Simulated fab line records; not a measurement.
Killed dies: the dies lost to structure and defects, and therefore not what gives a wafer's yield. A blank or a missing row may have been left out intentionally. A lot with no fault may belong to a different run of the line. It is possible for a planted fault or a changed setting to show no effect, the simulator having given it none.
What tool caused it? + flow sky130 + 45 wafers from 15 lots sampled at 2 of the route's 708 steps

## WHAT THE GAUGES READ, wafer by wafer
SKY_POLY_GATE_CD_MEAS_22.
| lot  | measured     | on       | cdNm (nm)   |
|------|--------------|----------|-------------|
| L684 | day 16 18:45 | cdSem-01 | 151 150 149 |
| L685 | day 17 07:03 | cdSem-02 | 147 149 147 |
| L687 | day 18 06:23 | cdSem-01 | 150 149 148 |
| L686 | day 18 09:01 | cdSem-01 | 150 150 151 |
| L689 | day 18 21:33 | cdSem-02 | 153 157 157 |
| L691 | day 19 19:22 | cdSem-02 | 154 153 156 |
| L692 | day 20 09:57 | cdSem-02 | 157 156 155 |
| L693 | day 20 14:49 | cdSem-02 | 147 150 152 |
| L694 | day 20 23:13 | cdSem-02 | 149 151 149 |
| L696 | day 21 17:05 | cdSem-02 | 151 149 149 |
| L697 | day 22 03:15 | cdSem-01 | 150 155 149 |
| L698 | day 22 10:29 | cdSem-01 | 149 151 149 |
| L704 | day 24 10:33 | cdSem-02 | 150 149 149 |
| L706 | day 25 00:11 | cdSem-01 | 150 151 152 |
| L707 | day 25 18:03 | cdSem-01 | 155 152 150 |

## EACH LOT AND THE TOOL THAT RAN IT (in order: tool; ch and the chambers of the sampled wafers; start)
| lot  | SKY_VT_ADJUST_PCH_STRIP_09          |
|------|-------------------------------------|
| L684 | plasmaAsher-03 ch 0,1, day 10 09:38 |
| L685 | plasmaAsher-03 ch 0,1, day 10 22:41 |
| L687 | plasmaAsher-03 ch 0,1, day 11 20:10 |
| L686 | plasmaAsher-03 ch 0,1, day 11 22:04 |
| L689 | plasmaAsher-02 ch 0,1, day 12 07:47 |
| L691 | plasmaAsher-04 ch 0,1, day 13 03:40 |
| L692 | plasmaAsher-04 ch 0,1, day 13 13:59 |
| L693 | plasmaAsher-03 ch 0,1, day 13 18:12 |
| L694 | plasmaAsher-03 ch 0,1, day 14 04:13 |
| L696 | plasmaAsher-02 ch 0, day 14 15:01   |
| L697 | plasmaAsher-02 ch 0,1, day 15 06:35 |
| L698 | plasmaAsher-02 ch 0,1, day 15 12:09 |
| L704 | plasmaAsher-04 ch 0,1, day 17 14:17 |
| L706 | plasmaAsher-03 ch 0,1, day 18 02:32 |
| L707 | plasmaAsher-04 ch 0,1, day 18 11:13 |
- SKY_VT_ADJUST_PCH_STRIP_09: strips in O2/N2.

## AS READ BY THE TOOLS THEMSELVES (means over the sampled wafers that have a number; for cases with no such wafer, the mark the record gives instead)
SKY_VT_ADJUST_PCH_STRIP_09.
| lot  | tool           | drypumpMotorCurrentA (A) | oesProductAu (a.u.) | stripTimeToEndpointS (s) |
|------|----------------|--------------------------|---------------------|--------------------------|
| L684 | plasmaAsher-03 | 6.2                      | 0.727               | 37.07                    |
| L685 | plasmaAsher-03 | 6.2                      | 0.723               | 36.74                    |
| L687 | plasmaAsher-03 | 6.2                      | 0.719               | 36.85                    |
| L686 | plasmaAsher-03 | 6.2                      | 0.722               | 36.86                    |
| L689 | plasmaAsher-02 | 6.0                      | 0.721               | 36.80                    |
| L691 | plasmaAsher-04 | 5.4                      | 0.719               | 36.83                    |
| L692 | plasmaAsher-04 | 5.1                      | 0.722               | 37.00                    |
| L693 | plasmaAsher-03 | 6.2                      | 0.724               | 36.87                    |
| L694 | plasmaAsher-03 | 6.2                      | 0.723               | 36.96                    |
| L696 | plasmaAsher-02 | 5.8                      | 0.724               | 36.97                    |
| L697 | plasmaAsher-02 | 5.9                      | 0.717               | 36.96                    |
| L698 | plasmaAsher-02 | 6.0                      | 0.719               | 36.82                    |
| L704 | plasmaAsher-04 | 5.1                      | 0.724               | 37.05                    |
| L706 | plasmaAsher-03 | 6.2                      | 0.725               | 36.84                    |
| L707 | plasmaAsher-04 | 5.1                      | 0.718               | 36.95                    |

## THE ANSWER, worked out from the rows above alone
Rule: what is usual is taken from the lots themselves. The widest of any qualifying gaps counts: lots, ordered by their means at a reading, are off when they make up no more than a third of the lots, leave a main group of 4 or more, and stand apart from it by 3 or more times the standard deviation of that group's means. A main group is skipped when, at the precision printed for the reading in the tables above, its means are all equal. A lot without any number at a reading at which 4 lots or more have one is off too. Any other lot the step has rows for is counted as sound. Order of review: gauges by route order, followed by the tools' own readings, for which a lot's mean as printed above is used. At the first step where some lot is off, the reading lying furthest off is the one used; lots without a number count as furthest.
None of the lots is off at any reading shown; this tells nothing.

## WHAT THE SIMULATOR HAD INSERTED
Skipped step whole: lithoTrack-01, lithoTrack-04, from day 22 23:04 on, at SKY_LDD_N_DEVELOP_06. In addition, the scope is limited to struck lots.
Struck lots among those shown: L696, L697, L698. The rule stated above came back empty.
